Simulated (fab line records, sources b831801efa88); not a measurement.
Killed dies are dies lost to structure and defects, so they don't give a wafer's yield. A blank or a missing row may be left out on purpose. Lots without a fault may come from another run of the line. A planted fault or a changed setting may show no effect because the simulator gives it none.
fab line records | flow sky130
record lots=5 wafers=15 last_day=48
route steps=708 shown SD_N@345 SD_P@359 RES_XHIGH@360 SALICIDE@361 LI_CONTACT@362
lots that met no fault: from a run of the same line without faults
start_h: hours from the record's first day to the start of the lot's first wafer shown | wait_h: hours since the lot's step before | " the same as in the row above | L1.1+2: a row that stands for several wafers | - no value, or no start given | * or withheld: withheld | < > ~ a bound
route shown NAME@n: a module of which the file shows steps, and the number in the route of the first | usual: mean/standard deviation of fault-free wafers | same: alike in all rows | chamber/n: place in a boat | sites: the reading at each site | _std_site: their standard deviation | _edge_site: outer sites' mean less inner sites' | radius_mm: how far each site lies from the wafer's centre | mask NAME#n: copy n | behind: the tool/chamber that last shaped the wafer | hold: why the lot was held/for how many hours/how that ended | device: the transistor (n, p or np) that didn't switch | end of line: the same wafers' tests at the end of the route | a step without rows: its recipe alone | killed: dies lost to structure and defects at the first sort, not the wafer's yield | map: a wafer's dies, x killed, . not, _ none there
set.NAME: the setting as run; set.NAME@STEP: as run at that earlier step | model.NAME: the simulator's own value behind a step, which no gauge read
lots at some steps of the route; a table a step, a row a wafer
services: from which hour (start_h, from the record's first day; less than 0 if before it) a tool's chamber was out of use, for how many hours, and why
## steps
# step SKY_SD_N_SOFTBAKE_03
# recipe temp_c=90 time_s=60 resist=NOVOLAK
# columns lot.wafer tool chamber start_h wait_h
L075.1+2+3 litho_track-01 0 639.31 0.1
L078.3+4+6 litho_track-03 0 672.97 0.1
L083.2+3+5 litho_track-04 0 709.74 0.1
L085.2+4+6 litho_track-01 0 722.69 0.1
L086.3+4+5 litho_track-01 0 730.91 0.1
# step SKY_SD_N_EXPOSE_04
# recipe mask_id=NSDM na=0.6 source_shape=conventional sigma_outer=0.6 polarization=unpolarized target_cd_nm=380 dose_mj=141
# columns lot.wafer tool chamber start_h wait_h mask
L075.1+2+3 iline_stepper-02 0 - - NSDM#0
L078.3+4+6 iline_stepper-01 0 - - NSDM#0
L083.2+3+5 iline_stepper-02 0 - - NSDM#0
L085.2+4+6 iline_stepper-02 0 - - NSDM#0
L086.3+4+5 iline_stepper-01 0 - - NSDM#0
# step SKY_SD_N_PEB_05
# recipe temp_c=withheld time_s=* resist=NOVOLAK
# columns lot.wafer tool chamber start_h wait_h
L075.1+2+3 litho_track-01 0 - -
L078.3+4+6 litho_track-01 0 - -
L083.2+3+5 litho_track-01 0 - -
L085.2+4+6 litho_track-04 0 - -
L086.3+4+5 litho_track-03 0 - -
# step SKY_SD_N_DEVELOP_06
# recipe resist=NOVOLAK developer=TMAH develop_time_s=60 dev_temp_c=23
# columns lot.wafer tool chamber start_h wait_h
L075.1+2+3 litho_track-01 0 653.26 0.1
L078.3+4+6 litho_track-01 0 687.36 0.1
L083.2+3+5 litho_track-01 0 723.59 0.1
L085.2+4+6 litho_track-04 0 736.29 0.1
L086.3+4+5 litho_track-03 0 744.97 0.1
# step SKY_SD_N_CD_MEAS_07
# recipe target_cd_nm=380
# usual cd_nm=379.3/2.3
# columns lot.wafer tool chamber start_h wait_h cd_nm
L075.1 cd_sem-02 - 653.41 0.1 376.1
L075.2 " - " " 378.3
L075.3 " - " " 378.0
L078.3 cd_sem-02 - 687.50 0.1 380.4
L078.4 " - " " 381.3
L078.6 " - " " 380.0
L083.2 cd_sem-01 - 723.73 0.1 382.6
L083.3 " - " " 384.0
L083.5 " - " " 384.0
L085.2 cd_sem-01 - 736.44 0.1 380.7
L085.4 " - " " 376.9
L085.6 " - " " 377.8
L086.3 cd_sem-02 - 745.11 0.1 379.1
L086.4 " - " " 377.8
L086.5 " - " " 378.3
# step SKY_SD_N_OVL_MEAS_08
# usual SD_N_OVL=0.5/1.3
# columns lot.wafer tool chamber start_h wait_h SD_N_OVL[nm]
L075.1 overlay-02 - 653.53 0.1 -0.4
L075.2 " - " " 1.4
L075.3 " - " " 0.6
L078.3 overlay-01 - 687.60 0.1 -0.1
L078.4 " - " " -0.8
L078.6 " - " " -0.4
L083.2 overlay-01 - 723.84 0.1 0.8
L083.3 " - " " 2.0
L083.5 " - " " 0.9
L085.2 overlay-01 - 736.54 0.1 -0.3
L085.4 " - " " 1.0
L085.6 " - " " -1.1
L086.3 overlay-01 - 745.20 0.1 -2.4
L086.4 " - " " -1.4
L086.5 " - " " -2.8
# step SKY_SD_N_IMPLANT_09
# recipe species=As energy_kev=50 dose_cm2=4e+15 tilt_deg=0
# columns lot.wafer tool chamber start_h wait_h
L075.1+2+3 implanter-04 0 653.57 0.0
L078.3+4+6 implanter-03 0 687.67 0.1
L083.2+3+5 implanter-04 0 723.89 0.0
L085.2+4+6 implanter-04 0 736.60 0.0
L086.3+4+5 implanter-01 0 745.27 0.1
# step SKY_SD_N_IMPLANT_10
# recipe species=P energy_kev=20 dose_cm2=1e+14 tilt_deg=0
# columns lot.wafer tool chamber start_h wait_h
L075.1+2+3 implanter-04 0 653.72 0.1
L078.3+4+6 implanter-03 0 687.82 0.1
L083.2+3+5 implanter-04 0 724.04 0.1
L085.2+4+6 implanter-04 0 736.75 0.1
L086.3+4+5 implanter-01 0 745.42 0.1
# step SKY_SD_N_STRIP_11
# recipe chemistry=O2/N2 power_w=1400 pressure_mtorr=1500 platen_temp_c=withheld o2_flow_sccm=3000 n2_flow_sccm=300 overash_fraction=0.5
# usual drypump_motor_current_A=5.7/0.47 oes_product_au=0.528/0.0049 strip_time_to_endpoint_s=22.55/0.054
# columns lot.wafer tool chamber start_h wait_h drypump_motor_current_A oes_product_au rf_hours_counter_h strip_time_to_endpoint_s
L075.1 plasma_asher-03 0 653.87 0.1 6.5 0.531 83 22.55
L075.2 " 1 " " 5.4 0.526 83 22.55
L075.3 " 1 " " 5.4 0.527 - 22.57
L078.3 plasma_asher-01 1 687.95 0.1 5.4 0.525 - 22.57
L078.4 " 0 " " 6.6 0.534 - 22.53
L078.6 " 0 " " 6.6 0.527 - 22.58
L083.2 plasma_asher-03 0 724.17 0.1 6.4 0.528 90 22.60
L083.3 " 1 " " 5.3 0.526 - 22.57
L083.5 " 0 " " 6.5 0.528 - 22.56
L085.2 plasma_asher-02 1 736.87 0.1 5.4 0.537 30 22.56
L085.4 " 0 " " 5.5 0.529 - 22.54
L085.6 " 1 " " 5.4 0.525 - 22.54
L086.3 plasma_asher-03 1 745.56 0.1 5.4 0.531 - 22.51
L086.4 " 0 " " 6.4 0.526 - 22.53
L086.5 " 0 " " 6.5 0.530 - 22.56
# step SKY_SD_N_TW_MEAS_12
# usual SD_N_TW=3971/18
# columns lot.wafer tool chamber start_h wait_h SD_N_TW
L075.1 film_metro-04 - 653.97 0.1 3945
L075.2 " - " " 3946
L075.3 " - " " 3936
L078.3 film_metro-02 - 688.04 0.1 3932
L078.4 " - " " 3951
L078.6 " - " " 3931
L083.2 film_metro-04 - 724.28 0.1 3935
L083.3 " - " " 3945
L083.5 " - " " 3946
L085.2 film_metro-02 - 736.98 0.1 3960
L085.4 " - " " 3961
L085.6 " - " " 3970
L086.3 film_metro-03 - 745.64 0.1 3986
L086.4 " - " " 3989
L086.5 " - " " 3989
# step SKY_SD_N_CLEAN_13
# recipe chemistry=SC1/SC2 mix=1:4:20 temp_c=70 time_s=150 dry=n2_spin
# columns lot.wafer tool chamber start_h wait_h
L075.1+2+3 wet_bench-03 1 654.03 0.1
L078.3+4+6 wet_bench-03 2 688.08 0.0
L083.2+3+5 wet_bench-04 0 724.33 0.0
L085.2+4+6 wet_bench-04 0 737.03 0.0
L086.3+4+5 wet_bench-04 1 745.68 0.0
# step SKY_SD_N_RTA_14
# recipe temp_c=1075 time_s=2 idle_temp_c=650 ramp_up_c_per_s=150 ramp_down_c_per_s=90 ambient=N2
# usual lamp_power_pct=15.74/0.056 wafer_temp_C_max=1077.9/1.3
# columns lot.wafer tool chamber start_h wait_h lamp_power_pct wafer_temp_C_max
L075.1 rtp_anneal-01 0 654.09 0.0 15.71 1079.8
L075.2 " 0 " " 15.80 1076.1
L075.3 " 0 " " 15.68 1076.7
L078.3 rtp_anneal-01 0 688.15 0.0 15.69 1078.1
L078.4 " 0 " " 15.71 1077.0
L078.6 " 0 " " 15.72 1079.6
L083.2 rtp_anneal-02 0 724.39 0.0 15.82 1076.7
L083.3 " 0 " " 15.85 1076.8
L083.5 " 0 " " 15.76 1079.3
L085.2 rtp_anneal-02 0 737.10 0.0 15.77 1078.1
L085.4 " 0 " " 15.87 1079.9
L085.6 " 0 " " 15.71 1076.2
L086.3 rtp_anneal-01 0 745.76 0.0 15.76 1079.9
L086.4 " 0 " " 15.76 1076.3
L086.5 " 0 " " 15.75 1076.2
# step SKY_SD_N_RS_MEAS_16
# recipe thk_meas_gauge=four-point-probe
# usual SD_N_RS=68.55/0.12
# columns lot.wafer tool chamber start_h wait_h SD_N_RS[ohm/sq]
L075.1 film_metro-03 - 654.26 0.1 68.53
L075.2 " - " " 68.47
L075.3 " - " " 68.41
L078.3 film_metro-04 - 688.34 0.1 68.78
L078.4 " - " " 68.74
L078.6 " - " " 68.75
L083.2 film_metro-02 - 724.57 0.1 68.64
L083.3 " - " " 68.53
L083.5 " - " " 68.57
L085.2 film_metro-04 - 737.28 0.1 68.47
L085.4 " - " " 68.43
L085.6 " - " " 68.48
L086.3 film_metro-02 - 745.96 0.1 68.30
L086.4 " - " " 68.50
L086.5 " - " " 68.54
# step SKY_SD_N_RS_MEAS_17
# recipe thk_meas_gauge=four-point-probe
# usual SD_P_RS=147.0/0.41
# columns lot.wafer tool chamber start_h wait_h SD_P_RS[ohm/sq]
L075.1 film_metro-03 - 654.38 0.1 147.2
L075.2 " - " " 146.9
L075.3 " - " " 146.9
L078.3 film_metro-04 - 688.46 0.1 148.3
L078.4 " - " " 147.8
L078.6 " - " " 147.7
L083.2 film_metro-02 - 724.69 0.1 147.2
L083.3 " - " " 147.3
L083.5 " - " " 147.2
L085.2 film_metro-04 - 737.40 0.1 147.2
L085.4 " - " " 146.8
L085.6 " - " " 147.2
L086.3 film_metro-02 - 746.08 0.1 146.7
L086.4 " - " " 147.1
L086.5 " - " " 147.0
# step SKY_SD_N_RS_MEAS_18
# recipe thk_meas_gauge=four-point-probe
# usual RES_XHIGH_RS=333.4/1.1
# columns lot.wafer tool chamber start_h wait_h RES_XHIGH_RS[ohm/sq]
L075.1 film_metro-03 - 654.50 0.1 332.7
L075.2 " - " " 332.3
L075.3 " - " " 332.8
L078.3 film_metro-04 - 688.58 0.1 334.9
L078.4 " - " " 333.3
L078.6 " - " " 333.2
L083.2 film_metro-02 - 724.81 0.1 332.7
L083.3 " - " " 334.0
L083.5 " - " " 332.7
L085.2 film_metro-04 - 737.52 0.1 329.8
L085.4 " - " " 330.3
L085.6 " - " " 330.0
L086.3 film_metro-02 - 746.20 0.1 333.1
L086.4 " - " " 333.1
L086.5 " - " " 333.8
# step SKY_SALICIDE_CLEAN_00
# recipe chemistry=HF-last time_s=30 dilution=100:1 dry=ipa_marangoni
# columns lot.wafer tool chamber start_h wait_h
L075.1+2+3 wet_bench-01 1 654.62 0.1
L078.3+4+6 wet_bench-04 0 688.66 0.1
L083.2+3+5 wet_bench-03 2 724.91 0.1
L085.2+4+6 wet_bench-04 2 737.62 0.1
L086.3+4+5 wet_bench-01 1 746.28 0.1
# step SKY_LI_CONTACT_HDPCVD_00
# recipe material=PSG target_thk_nm=930 sigma_open_frac=0.3 time_s=155 temp_c=600 sih4_flow_sccm=60 pressure_mtorr=6
# columns lot.wafer tool chamber start_h wait_h
L075.1+2+3 hdpcvd-02 2,1,0 654.64 0.0
L078.3+4+6 hdpcvd-01 1,1,2 688.68 0.0
L083.2+3+5 hdpcvd-01 2,0,2 724.93 0.0
L085.2+4+6 hdpcvd-01 0,2,0 737.64 0.0
L086.3+4+5 hdpcvd-01 2,1,0 746.29 0.0
# step SKY_LI_CONTACT_THK_MEAS_01
# recipe reads=PSG_of_LI_CONTACT_HDPCVD_00
# usual LI_CONTACT_HDPCVD_THK=930/14
# columns lot.wafer tool chamber start_h wait_h LI_CONTACT_HDPCVD_THK[nm]
L075.1 film_metro-04 - 654.74 0.1 952
L075.2 " - " " 933
L075.3 " - " " 944
L078.3 film_metro-03 - 688.80 0.1 922
L078.4 " - " " 916
L078.6 " - " " 920
L083.2 film_metro-04 - 725.04 0.1 935
L083.3 " - " " 941
L083.5 " - " " 920
L085.2 film_metro-03 - 737.75 0.1 929
L085.4 " - " " 899
L085.6 " - " " 918
L086.3 film_metro-03 - 746.42 0.1 928
L086.4 " - " " 957
L086.5 " - " " 946
# step SKY_LI_CONTACT_CMP_02
# recipe material=PSG down_force_psi=4 platen_rpm=60 pad_velocity_m_s=0.94248
# usual head_pressure_psi=3.999/0.009 motor_current_A=11.6/0.93 time_to_endpoint_s=34/3.7
# columns lot.wafer tool chamber start_h wait_h head_pressure_psi motor_current_A time_to_endpoint_s
L075.3 cmp-02 0 654.80 0.0 4.012 10.1 32
L075.2 " 2 " " 3.996 11.7 34
L075.1 " 3 " " 3.994 11.9 43
L078.4 cmp-01 0 688.94 0.1 3.984 12.1 31
L078.3 " 1 " " 4.006 10.4 34
L078.6 " 2 " " 4.018 11.1 35
L083.2 cmp-02 0 725.09 0.0 4.002 10.1 30
L083.3 " 1 " " 4.015 11.9 38
L083.5 " 1 " " 4.007 11.3 36
L085.4 cmp-02 2 737.80 0.0 4.005 11.7 31
L085.2 " 0 " " 3.997 11.0 30
L085.6 " 2 " " 4.012 12.5 32
L086.3 cmp-01 0 746.46 0.0 3.998 12.3 30
L086.4 " 1 " " 4.002 9.6 37
L086.5 " 1 " " 3.998 9.8 36
# step SKY_LI_CONTACT_BOW_MEAS_03
# recipe mode=bow
# usual LI_CONTACT_BOW=55/6.3
# columns lot.wafer tool chamber start_h wait_h LI_CONTACT_BOW[um]
L075.1 film_metro-02 - 655.10 0.1 62
L075.2 " - " " 59
L075.3 " - " " 55
L078.3 film_metro-04 - 689.18 0.1 58
L078.4 " - " " 52
L078.6 " - " " 52
L083.2 film_metro-03 - 725.41 0.3 48
L083.3 " - " " 57
L083.5 " - " " 42
L085.2 film_metro-03 - 738.12 0.2 51
L085.4 " - " " 57
L085.6 " - " " 58
L086.3 film_metro-04 - 746.80 0.3 60
L086.4 " - " " 52
L086.5 " - " " 55
# step SKY_LI_CONTACT_DEHYDRATE_04
# recipe temp_c=200 time_s=60
# columns lot.wafer tool chamber start_h wait_h
L075.1+2+3 litho_track-03 0 669.42 14.3
L078.3+4+6 litho_track-03 0 702.97 13.8
L083.2+3+5 litho_track-03 0 738.14 12.7
L085.2+4+6 litho_track-02 0 751.55 13.4
L086.3+4+5 litho_track-01 0 759.46 12.6
# step SKY_LI_CONTACT_HMDS_05
# recipe prime_time_s=60 prime_temp_c=120
# usual prime_temp_c=119.99/0.13
# same prime_time_s=60
# columns lot.wafer tool chamber start_h wait_h prime_temp_c
L075.1 litho_track-03 0 669.57 0.1 120.01
L075.2 " 0 " " 119.84
L075.3 " 0 " " 119.99
L078.3 litho_track-03 0 703.12 0.1 119.95
L078.4 " 0 " " 120.05
L078.6 " 0 " " 119.82
L083.2 litho_track-03 0 738.29 0.1 120.08
L083.3 " 0 " " 120.13
L083.5 " 0 " " 119.87
L085.2 litho_track-02 0 751.70 0.1 119.82
L085.4 " 0 " " 119.82
L085.6 " 0 " " 119.88
L086.3 litho_track-01 0 759.61 0.1 119.94
L086.4 " 0 " " 119.88
L086.5 " 0 " " 119.73
# step SKY_LI_CONTACT_COAT_06
# recipe resist=BARC temp_c=withheld time_s=withheld spin_rpm=3000 resist_thk_nm=60
# columns lot.wafer tool chamber start_h wait_h
L075.1+2+3 litho_track-03 0 669.72 0.1
L078.3+4+6 litho_track-03 0 703.27 0.1
L083.2+3+5 litho_track-03 0 738.44 0.1
L085.2+4+6 litho_track-02 0 751.85 0.1
L086.3+4+5 litho_track-01 0 759.76 0.1
# step SKY_LI_CONTACT_COAT_07
# recipe resist=KrF-thick spin_rpm=3000 resist_thk_nm=450
# columns lot.wafer tool chamber start_h wait_h
L075.1+2+3 litho_track-03 0 - -
L078.3+4+6 litho_track-03 0 - -
L083.2+3+5 litho_track-03 0 - -
L085.2+4+6 litho_track-02 0 - -
L086.3+4+5 litho_track-01 0 - -
# step SKY_LI_CONTACT_SOFTBAKE_08
# recipe temp_c=100 time_s=90 resist=KrF-thick
# columns lot.wafer tool chamber start_h wait_h
L075.1+2+3 litho_track-03 0 - -
L078.3+4+6 litho_track-03 0 - -
L083.2+3+5 litho_track-03 0 - -
L085.2+4+6 litho_track-02 0 - -
L086.3+4+5 litho_track-01 0 - -
# step SKY_LI_CONTACT_EXPOSE_09
# recipe mask_id=LICM1 na=0.8 source_shape=annular sigma_inner=0.55 sigma_outer=0.85 target_cd_nm=170 dose_mj=38
# columns lot.wafer tool chamber start_h wait_h mask
L075.1+2+3 krf_scanner-01 0 - - LICM1#0
L078.3+4+6 krf_scanner-01 0 - - LICM1#0
L083.2+3+5 krf_scanner-01 0 - - LICM1#0
L085.2+4+6 krf_scanner-02 0 - - LICM1#0
L086.3+4+5 krf_scanner-01 0 - - LICM1#0
# step SKY_LI_CONTACT_PEB_10
# recipe peb_temp_c=withheld peb_time_s=withheld resist=KrF-thick
# columns lot.wafer tool chamber start_h wait_h
L075.1+2+3 litho_track-02 0 - -
L078.3+4+6 litho_track-02 0 - -
L083.2+3+5 litho_track-03 0 - -
L085.2+4+6 litho_track-03 0 - -
L086.3+4+5 litho_track-01 0 - -
# step SKY_LI_CONTACT_DEVELOP_11
# recipe develop_time_s=60 resist=KrF-thick dev_temp_c=21
# columns lot.wafer tool chamber start_h wait_h
L075.1+2+3 litho_track-02 0 - -
L078.3+4+6 litho_track-02 0 - -
L083.2+3+5 litho_track-03 0 - -
L085.2+4+6 litho_track-03 0 - -
L086.3+4+5 litho_track-01 0 - -
# step SKY_LI_CONTACT_CD_MEAS_12
# recipe target_cd_nm=170
# usual cd_nm=169.7/1.4
# columns lot.wafer tool chamber start_h wait_h cd_nm
L075.1 cd_sem-02 - 683.98 - 166.0
L075.2 " - " " 167.4
L075.3 " - " " 166.7
L078.3 cd_sem-01 - 717.92 - 170.3
L078.4 " - " " 170.6
L078.6 " - " " 170.2
L083.2 cd_sem-02 - 752.54 - 171.2
L083.3 " - " " 171.3
L083.5 " - " " 172.0
L085.2 cd_sem-02 - 765.89 - 169.0
L085.4 " - " " 168.9
L085.6 " - " " 168.8
L086.3 cd_sem-02 - 773.60 - 171.0
L086.4 " - " " 169.9
L086.5 " - " " 170.7
# step SKY_LI_CONTACT_OVL_MEAS_13
# usual LI_CONTACT_OVL=0/4.9
# columns lot.wafer tool chamber start_h wait_h LI_CONTACT_OVL[nm]
L075.1 overlay-02 - 684.10 0.1 3
L075.2 " - " " -1
L075.3 " - " " -5
L078.3 overlay-02 - 718.01 0.1 3
L078.4 " - " " 7
L078.6 " - " " 3
L083.2 overlay-01 - 752.64 0.1 -8
L083.3 " - " " -9
L083.5 " - " " 3
L085.2 overlay-02 - 765.99 0.1 9
L085.4 " - " " -1
L085.6 " - " " 2
L086.3 overlay-01 - 773.70 0.1 -10
L086.4 " - " " -14
L086.5 " - " " -10
# step SKY_LI_CONTACT_ETCH_14
# recipe chemistry=N2/H2 target=BARC ion_energy_ev=200 source_w=500 bias_w=100 pressure_mtorr=30 n2_flow_sccm=100 h2_flow_sccm=200 stop_on=SiO2 time_s=45.9 target_depth_a=600
# usual drypump_motor_current_A=5.8/0.34 oes_product_au=0.854/0.0054 throttle_valve_pct=13.226/0.0085
# columns lot.wafer tool chamber start_h wait_h drypump_motor_current_A oes_product_au rf_hours_counter_h throttle_valve_pct
L075.1 rie_diel-03 2 684.14 0.0 5.3 0.860 1 13.228
L075.2 " 1 " " 5.6 0.861 29 13.216
L075.3 " 0 " " 6.0 0.852 21 13.224
L078.3 rie_diel-01 0 718.04 0.0 6.2 0.851 8 13.218
L078.4 " 3 " " 5.5 0.844 12 13.235
L078.6 " 2 " " 6.0 0.866 - 13.209
L083.2 rie_diel-03 2 752.67 0.0 5.3 0.852 3 13.214
L083.3 " 0 " " 6.0 0.861 23 13.232
L083.5 " 0 " " 6.0 0.848 - 13.215
L085.2 rie_diel-02 3 766.02 0.0 5.7 0.863 3 13.236
L085.4 " 1 " " 5.7 0.859 5 13.239
L085.6 " 2 " " 5.8 0.862 - 13.209
L086.3 rie_diel-02 2 773.72 0.0 5.8 0.853 5 13.217
L086.4 " 3 " " 5.8 0.852 3 13.219
L086.5 " 2 " " 5.8 0.854 - 13.225
# step SKY_LI_CONTACT_ETCH_15
# recipe target=PSG chemistry=C4F8/O2/Ar stop_on=Si taper_deg=4.15 mask_material=KrF-thick source_w=1500 bias_w=1200 pressure_mtorr=40 c4f8_flow_sccm=withheld O2_flow_sccm=6 Ar_flow_sccm=300 time_s=withheld target_depth_a=6000
# usual oes_product_au=0.837/0.0046
# columns lot.wafer tool chamber start_h wait_h oes_product_au
L075.1 rie_diel-03 2 684.18 0.0 0.837
L075.2 " 1 " " 0.836
L075.3 " 0 " " 0.841
L078.3 rie_diel-01 0 718.08 0.0 0.839
L078.4 " 1 " " 0.846
L078.6 " 3 " " 0.846
L083.2 rie_diel-03 2 752.72 0.0 0.834
L083.3 " 0 " " 0.845
L083.5 " 0 " " 0.835
L085.2 rie_diel-02 3 766.07 0.0 0.837
L085.4 " 1 " " 0.837
L085.6 " 2 " " 0.837
L086.3 rie_diel-02 2 773.76 0.0 0.834
L086.4 " 3 " " 0.841
L086.5 " 2 " " 0.836
# step SKY_LI_CONTACT_STRIP_16
# recipe chemistry=O2/N2 power_w=1400 pressure_mtorr=1500 platen_temp_c=withheld o2_flow_sccm=3000 n2_flow_sccm=300 overash_fraction=0.5
# usual drypump_motor_current_A=5.6/0.44 oes_product_au=0.375/0.0049 strip_time_to_endpoint_s=3.49/0.038
# columns lot.wafer tool chamber start_h wait_h drypump_motor_current_A oes_product_au rf_hours_counter_h strip_time_to_endpoint_s
L075.1 plasma_asher-01 1 684.26 - 5.4 0.375 56 3.53
L075.2 " 0 " " 6.6 0.372 56 3.46
L075.3 " 1 " " 5.4 0.371 - 3.48
L078.3 plasma_asher-04 0 718.20 - 5.3 0.379 - 3.41
L078.4 " 1 " " 5.3 0.368 - 3.48
L078.6 " 1 " " 5.3 0.370 - 3.52
L083.2 plasma_asher-02 0 752.80 - 5.5 0.378 31 3.54
L083.3 " 1 " " 5.4 0.378 - 3.52
L083.5 " 1 " " 5.4 0.381 - 3.51
L085.2 plasma_asher-01 0 766.15 - 6.6 0.386 63 3.51
L085.4 " 1 " " 5.4 0.382 - 3.47
L085.6 " 1 " " 5.4 0.373 - 3.47
L086.3 plasma_asher-01 1 773.88 - 5.4 0.383 - 3.53
L086.4 " 0 " " 6.6 0.388 - 3.50
L086.5 " 1 " " 5.4 0.376 - 3.49
# step SKY_LI_CONTACT_CLEAN_17
# recipe chemistry=NMP time_s=600 temp_c=60 dry=n2_spin
# columns lot.wafer tool chamber start_h wait_h
L075.1+2+3 wet_bench-04 0 684.36 0.1
L078.3+4+6 wet_bench-02 0 718.26 0.0
L083.2+3+5 wet_bench-01 1 752.90 0.1
L085.2+4+6 wet_bench-04 3 766.25 0.1
L086.3+4+5 wet_bench-02 0 773.95 0.0
# step SKY_LI_CONTACT_PRE_CLEAN_18
# recipe gas=Ar time_s=5.6 bias_v=358
# columns lot.wafer tool chamber start_h wait_h
L075.1+2+3 pvd_sputter-04 - 684.54 0.0
L078.3+4+6 pvd_sputter-02 - 718.44 0.0
L083.2+3+5 pvd_sputter-04 - 753.08 0.0
L085.2+4+6 pvd_sputter-02 - 766.43 0.0
L086.3+4+5 pvd_sputter-02 - 774.14 0.0
# step SKY_LI_CONTACT_SPUTTER_19
# recipe material=Ti target_thk_nm=20 chamber_pressure_pa=5 power_w=2500 substrate_temp_c=200 time_s=106.37
# usual substrate_temp_c=199.98/0.16 throttle_valve_pct=30.3/1.1
# columns lot.wafer tool chamber start_h wait_h substrate_temp_c throttle_valve_pct
L075.1 pvd_sputter-04 - 684.56 0.0 199.82 30.8
L075.2 " - " " 200.08 31.8
L075.3 " - " " 200.07 29.1
L078.3 pvd_sputter-02 - 718.46 0.0 200.21 30.8
L078.4 " - " " 200.04 28.9
L078.6 " - " " 200.18 31.0
L083.2 pvd_sputter-04 - 753.10 0.0 199.66 31.0
L083.3 " - " " 199.93 31.2
L083.5 " - " " 200.09 29.1
L085.2 pvd_sputter-02 - 766.45 0.0 199.86 29.0
L085.4 " - " " 199.81 30.8
L085.6 " - " " 199.83 30.9
L086.3 pvd_sputter-02 - 774.16 0.0 199.87 31.1
L086.4 " - " " 199.81 31.5
L086.5 " - " " 200.19 31.0
# step SKY_LI_CONTACT_SPUTTER_20
# recipe material=TiN target_thk_nm=20 chamber_pressure_pa=5 power_w=4000 time_s=80
# usual throttle_valve_pct=30.3/1.1
# columns lot.wafer tool chamber start_h wait_h throttle_valve_pct
L075.1 pvd_sputter-04 - 684.63 0.0 31.2
L075.2 " - " " 32.0
L075.3 " - " " 29.2
L078.3 pvd_sputter-02 - 718.53 0.0 31.1
L078.4 " - " " 28.7
L078.6 " - " " 30.9
L083.2 pvd_sputter-04 - 753.17 0.0 31.1
L083.3 " - " " 31.5
L083.5 " - " " 29.0
L085.2 pvd_sputter-02 - 766.52 0.0 29.2
L085.4 " - " " 31.1
L085.6 " - " " 31.0
L086.3 pvd_sputter-02 - 774.23 0.0 31.3
L086.4 " - " " 31.3
L086.5 " - " " 30.9
# step SKY_LI_CONTACT_CVD_21
# recipe material=W target_thk_nm=400 time_s=120.56 temp_c=400 pressure_torr=40
# usual heater_power_w=878/91
# columns lot.wafer tool chamber start_h wait_h heater_power_w
L075.1 cvd_w-01 0 684.70 0.0 860
L075.2 " 1 " " 764
L075.3 " 1 " " 789
L078.3 cvd_w-02 1 718.64 0.1 992
L078.4 " 0 " " 806
L078.6 " 0 " " 799
L083.2 cvd_w-01 0 753.27 0.1 893
L083.3 " 0 " " 890
L083.5 " 0 " " 882
L085.2 cvd_w-01 0 766.58 0.0 889
L085.4 " 0 " " 892
L085.6 " 0 " " 894
L086.3 cvd_w-01 0 774.34 0.1 890
L086.4 " 1 " " 790
L086.5 " 1 " " 778
# step SKY_LI_CONTACT_RS_MEAS_22
# recipe thk_meas_gauge=four-point-probe reads=W_of_LI_CONTACT_CVD_21+TiN_of_LI_CONTACT_SPUTTER_20+Ti_of_LI_CONTACT_SPUTTER_19
# usual LI_CONTACT_W_RS=0.286/0.0039
# columns lot.wafer tool chamber start_h wait_h LI_CONTACT_W_RS[ohm/sq]
L075.1 film_metro-04 - 684.82 0.1 0.292
L075.2 " - " " 0.287
L075.3 " - " " 0.285
L078.3 film_metro-04 - 718.76 0.1 0.295
L078.4 " - " " 0.288
L078.6 " - " " 0.288
L083.2 film_metro-02 - 753.50 0.2 0.283
L083.3 " - " " 0.284
L083.5 " - " " 0.282
L085.2 film_metro-02 - 766.73 0.1 0.281
L085.4 " - " " 0.280
L085.6 " - " " 0.279
L086.3 film_metro-03 - 774.46 0.1 0.284
L086.4 " - " " 0.286
L086.5 " - " " 0.282
# step SKY_LI_CONTACT_THK_MEAS_23
# recipe thk_meas_gauge=xrf reads=W_of_LI_CONTACT_CVD_21
# usual LI_CONTACT_W_THK=384/6.3
# columns lot.wafer tool chamber start_h wait_h LI_CONTACT_W_THK[nm]
L075.1 film_metro-04 - 684.94 0.1 369
L075.2 " - " " 376
L075.3 " - " " 379
L078.3 film_metro-04 - 718.86 0.1 365
L078.4 " - " " 373
L078.6 " - " " 376
L083.2 film_metro-02 - 753.61 0.1 386
L083.3 " - " " 384
L083.5 " - " " 389
L085.2 film_metro-02 - 766.84 0.1 387
L085.4 " - " " 392
L085.6 " - " " 392
L086.3 film_metro-03 - 774.56 0.1 390
L086.4 " - " " 386
L086.5 " - " " 394
# step SKY_LI_CONTACT_CMP_24
# recipe stop_on=PSG t_overpolish_s=20 down_force_psi=3.5 platen_rpm=60 target_thk_nm=0 pad_velocity_m_s=0.94248
# usual head_pressure_psi=3.501/0.0075 motor_current_A=10.6/0.82 overpolish_run_s=20.000/0.0094 time_to_endpoint_s=100/4.7
# same t_overpolish_s=20
# columns lot.wafer tool chamber start_h wait_h head_pressure_psi motor_current_A overpolish_run_s time_to_endpoint_s
L075.3 cmp-01 2 685.05 0.1 3.512 10.1 19.989 104
L075.1 " 3 " " 3.494 11.7 19.988 99
L075.2 " 0 " " 3.501 11.6 19.997 101
L078.3 cmp-02 1 718.90 0.0 3.501 11.5 20.003 100
L078.4 " 3 " " 3.494 11.0 19.999 103
L078.6 " 1 " " 3.510 11.5 19.996 105
L083.2 cmp-01 1 753.66 0.0 3.501 9.5 20.006 102
L083.3 " 0 " " 3.500 11.4 20.012 99
L083.5 " 2 " " 3.520 9.7 19.993 101
L085.2 cmp-02 2 766.89 0.0 3.505 11.6 20.002 97
L085.4 " 3 " " 3.504 10.6 20.001 104
L085.6 " 2 " " 3.498 11.5 20.010 99
L086.4 cmp-02 1 774.60 0.0 3.506 10.9 19.991 108
L086.3 " 3 " " 3.507 10.6 20.010 105
L086.5 " 2 " " 3.502 11.7 20.007 99
## services
# columns tool chamber start_h hours kind
cvd_w-01 0 624.24 19.1 repair
hdpcvd-01 0 629.65 4.3 repair
krf_scanner-01 - 631.11 0.8 pm
cmp-02 - 632.99 0.4 repair
cmp-02 - 637.11 0.3 repair
pvd_sputter-02 - 641.08 1.8 repair
hdpcvd-01 0 643.98 3.6 repair
implanter-04 - 645.43 3.2 pm
hdpcvd-01 - 650.75 15.0 pm
krf_scanner-01 - 651.97 4.0 pm
cmp-01 - 652.94 2.8 repair
rie_diel-02 1 657.53 8.8 repair
krf_scanner-01 - 657.93 8.5 repair
implanter-04 - 661.03 4.9 repair
cmp-02 - 671.85 1.3 repair
rie_diel-03 3 684.85 4.5 repair
cmp-01 - 689.83 3.4 pm
rie_diel-03 3 691.20 8.6 repair
krf_scanner-01 - 694.07 1.0 pm
pvd_sputter-02 - 696.34 2.9 repair
pvd_sputter-02 - 706.88 6.1 repair
rie_diel-02 1 714.07 28.0 repair
pvd_sputter-04 - 717.29 2.5 repair
cmp-02 - 744.00 4.0 pm
## key
fault none
